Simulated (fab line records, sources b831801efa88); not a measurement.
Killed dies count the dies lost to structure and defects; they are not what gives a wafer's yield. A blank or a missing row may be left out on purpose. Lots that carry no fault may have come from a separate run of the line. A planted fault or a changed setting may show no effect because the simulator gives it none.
Matching of chambers || flow gf180mcu || GF_CONTACT_CMP_04 on cmp-01 has 4 sister chambers
The step polishes SiO2. 14 wafers are shown with their chamber, then 7 later ones without.

## EACH WAFER AND ITS CHAMBER
{"wafer": "L734.2", "chamber": 3, "motor-current-A (A)": 10.4, "time-to-endpoint-s (s)": 105}
{"wafer": "L734.4", "chamber": 0, "motor-current-A (A)": 12.8, "time-to-endpoint-s (s)": 103}
{"wafer": "L734.6", "chamber": 2, "motor-current-A (A)": 12.8, "time-to-endpoint-s (s)": 113}
{"wafer": "L735.1", "chamber": 0, "motor-current-A (A)": 13.6, "time-to-endpoint-s (s)": 102}
{"wafer": "L735.3", "chamber": 2, "motor-current-A (A)": 12.3, "time-to-endpoint-s (s)": 113}
{"wafer": "L735.6", "chamber": 2, "motor-current-A (A)": 12.6, "time-to-endpoint-s (s)": 119}
{"wafer": "L736.3", "chamber": 0, "motor-current-A (A)": 12.7, "time-to-endpoint-s (s)": 104}
{"wafer": "L736.5", "chamber": 1, "motor-current-A (A)": 11.9, "time-to-endpoint-s (s)": 109}
{"wafer": "L736.6", "chamber": 0, "motor-current-A (A)": 13.1, "time-to-endpoint-s (s)": 106}
{"wafer": "L740.2", "chamber": 2, "motor-current-A (A)": 12.3, "time-to-endpoint-s (s)": 109}
{"wafer": "L740.4", "chamber": 3, "motor-current-A (A)": 10.8, "time-to-endpoint-s (s)": 116}
{"wafer": "L740.6", "chamber": 2, "motor-current-A (A)": 12.5, "time-to-endpoint-s (s)": 114}
{"wafer": "L743.1", "chamber": 3, "motor-current-A (A)": 10.5, "time-to-endpoint-s (s)": 113}
{"wafer": "L743.4", "chamber": 0, "motor-current-A (A)": 12.6, "time-to-endpoint-s (s)": 106}

SIGNATURES (means of the wafers above)
{"reading": "motor-current-A", "chamber 0": 12.960, "chamber 1": 11.900, "chamber 2": 12.500, "chamber 3": 10.567, "scatter within a chamber": 0.303}
{"reading": "time-to-endpoint-s", "chamber 0": 104.20, "chamber 1": 109.00, "chamber 2": 113.60, "chamber 3": 111.33, "scatter within a chamber": 3.59}
Rule: a wafer's distance from a chamber is the root of the sum, over the readings, of the square of ((its reading less the chamber's mean) divided by the reading's scatter). The wafer belongs to the nearest chamber; if the next one is less than 2 further off, it can't be placed. The scatter: take each reading less its chamber's mean, square it, sum over the shown wafers, divide by the number of wafers less the number of chambers, and take the root.

## WAFERS MISSING THEIR CHAMBER
{"wafer": "L743.5", "motor-current-A (A)": 12.5, "time-to-endpoint-s (s)": 113}
{"wafer": "L748.1", "motor-current-A (A)": 12.4, "time-to-endpoint-s (s)": 104}
{"wafer": "L748.3", "motor-current-A (A)": 13.1, "time-to-endpoint-s (s)": 103}
{"wafer": "L748.6", "motor-current-A (A)": 10.3, "time-to-endpoint-s (s)": 118}
{"wafer": "L753.1", "motor-current-A (A)": 12.4, "time-to-endpoint-s (s)": 104}
{"wafer": "L753.3", "motor-current-A (A)": 13.4, "time-to-endpoint-s (s)": 96}
{"wafer": "L753.5", "motor-current-A (A)": 13.6, "time-to-endpoint-s (s)": 104}

## CHAMBER TAKEN BY EACH
{"wafer": "L743.5", "from the rows above": 2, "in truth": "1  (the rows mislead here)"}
{"wafer": "L748.1", "from the rows above": "can't be placed: 0 or 1 or 2", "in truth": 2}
{"wafer": "L748.3", "from the rows above": 0, "in truth": 0}
{"wafer": "L748.6", "from the rows above": 3, "in truth": 3}
{"wafer": "L753.1", "from the rows above": "can't be placed: 0 or 1 or 2", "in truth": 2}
{"wafer": "L753.3", "from the rows above": 0, "in truth": 0}
{"wafer": "L753.5", "from the rows above": 0, "in truth": 0}
Placed correctly: 4 of 7. These rows do not allow placing 2 (true chamber among the candidates in 2). Placed wrongly: 1.
